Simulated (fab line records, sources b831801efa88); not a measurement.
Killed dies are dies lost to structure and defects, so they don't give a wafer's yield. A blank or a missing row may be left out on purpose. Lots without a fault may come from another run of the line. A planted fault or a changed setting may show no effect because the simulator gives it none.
One fault seen from 2 desks | flow gf180mcu | each desk has only its own numbers; what lay behind them comes last

THE TOOL OWNER'S DESK: pvd_sputter-04
The tool's own readings at GF_M2_SPUTTER_02 (material AlCu, target thk 450 nm, time 23.9 s): means of the sampled wafers that have a number, for each lot that ran on this tool. A lot is out of limits, marked OUT, if its mean lies more than 4 standard deviations from the usual mean; the brackets give that distance.
Columns: A = cathode_dc_power_W at GF_M2_SPUTTER_02, usual 10600 W; B = throttle_valve_pct at GF_M2_SPUTTER_02, usual 29.9 %
lot  | first seen here | A     | B
L807 | day 19 23:52    | 10600 | 30.3
L816 | day 23 00:19    | 10600 | 30.2
L818 | day 24 06:53    | 10602 | 29.7
L819 | day 24 08:10    | 10600 | 29.8
This desk's finding: nothing out of limits on any of the 4 lots.

THE METROLOGY DESK
What the gauges read, lot by lot, whatever tool the lot ran on: means of the sampled wafers that have a number. A lot is out of limits, marked OUT, if its mean lies more than 4 standard deviations from the usual mean; the brackets give that distance.
Columns: A = V1_CVD_00_THK at GF_V1_THK_MEAS_01, usual 597 nm; B = M2_ALCU_RS at GF_M2_RS_MEAS_05, usual 0.0695 ohm/sq; C = M2_ALCU_THK at GF_M2_THK_MEAS_06, usual 457 nm
lot  | first seen here | A   | B      | C
L803 | day 17 04:17    | 596 | 0.0696 | 453
L807 | day 18 21:10    | 603 | 0.0694 | 457
L808 | day 18 21:28    | 598 | 0.0688 | 457
L809 | day 19 10:01    | 591 | 0.0697 | 454
L816 | day 21 22:12    | 600 | 0.0673 | 473
L818 | day 23 05:57    | 604 | 0.0667 | 476
L819 | day 23 07:50    | 600 | 0.0679 | 470
L820 | day 23 22:18    | 600 | 0.0693 | 457
L821 | day 23 23:40    | 602 | 0.0706 | 449
L823 | day 24 16:09    | 599 | 0.0683 | 463
L826 | day 25 14:37    | 603 | 0.0679 | 465
This desk's finding: nothing out of limits on any of the 11 lots.

PUT TOGETHER
The tool owner's desk saw nothing out of limits.
The metrology desk saw nothing out of limits.

WHAT THE SIMULATOR HAD PUT IN
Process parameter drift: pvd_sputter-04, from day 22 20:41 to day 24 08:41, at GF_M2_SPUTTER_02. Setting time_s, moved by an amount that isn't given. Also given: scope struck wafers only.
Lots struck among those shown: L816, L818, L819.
